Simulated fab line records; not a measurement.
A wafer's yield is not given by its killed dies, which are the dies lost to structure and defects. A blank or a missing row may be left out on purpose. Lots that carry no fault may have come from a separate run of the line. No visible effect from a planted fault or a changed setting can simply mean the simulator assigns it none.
What tool caused it? + flow sky130 + 11 lots, 33 wafers sampled, at 1 step of a route of 708

## WHAT THE GAUGES SHOWED, per wafer
SKY_SONOS_TUNNEL_OVL_MEAS_08.
| lot  | measured     | on         | SONOS_TUNNEL_OVL (nm) |
|------|--------------|------------|-----------------------|
| L403 | day 11 02:23 | overlay-02 | 1.6 1.2 2.2           |
| L404 | day 11 18:05 | overlay-02 | 0.6 3.1 3.3           |
| L406 | day 12 07:14 | overlay-02 | 1.8 1.5 1.6           |
| L407 | day 12 12:19 | overlay-02 | 0.7 -1.2 0.0          |
| L409 | day 13 09:11 | overlay-01 | 2.0 2.2 0.5           |
| L408 | day 13 10:22 | overlay-02 | -1.2 0.3 -1.9         |
| L420 | day 17 00:07 | overlay-02 | 2.4 1.3 1.0           |
| L421 | day 17 08:08 | overlay-02 | 0.7 0.3 1.2           |
| L422 | day 17 19:40 | overlay-02 | 0.1 0.0 0.1           |
| L423 | day 18 01:02 | overlay-02 | -0.2 -0.2 -1.3        |
| L425 | day 18 13:56 | overlay-02 | 0.9 0.5 2.4           |

## EACH LOT AND THE TOOL THAT RAN IT (in order: tool; ch and the chambers of the sampled wafers; start)
Record: no process step prior to these readings.

## THE ANSWER, worked out from the rows above alone
Rule: the lots themselves supply what counts as usual. Put in order of their means at a reading, lots are off if they are a third of the lots or fewer, leave a main group of 4 or more, and stand apart from it by a gap of 3 or more times the standard deviation of the main group's means; of several such gaps the widest counts. If all means in a main group match to the digits the tables above print for the reading, that group is not used. A lot without any number at a reading at which 4 lots or more have one is off too. Any other lot the step has rows for is counted as sound.
No lot is off on any of the readings shown, so nothing can be concluded from this.

## WHAT THE SIMULATOR HAD PUT IN
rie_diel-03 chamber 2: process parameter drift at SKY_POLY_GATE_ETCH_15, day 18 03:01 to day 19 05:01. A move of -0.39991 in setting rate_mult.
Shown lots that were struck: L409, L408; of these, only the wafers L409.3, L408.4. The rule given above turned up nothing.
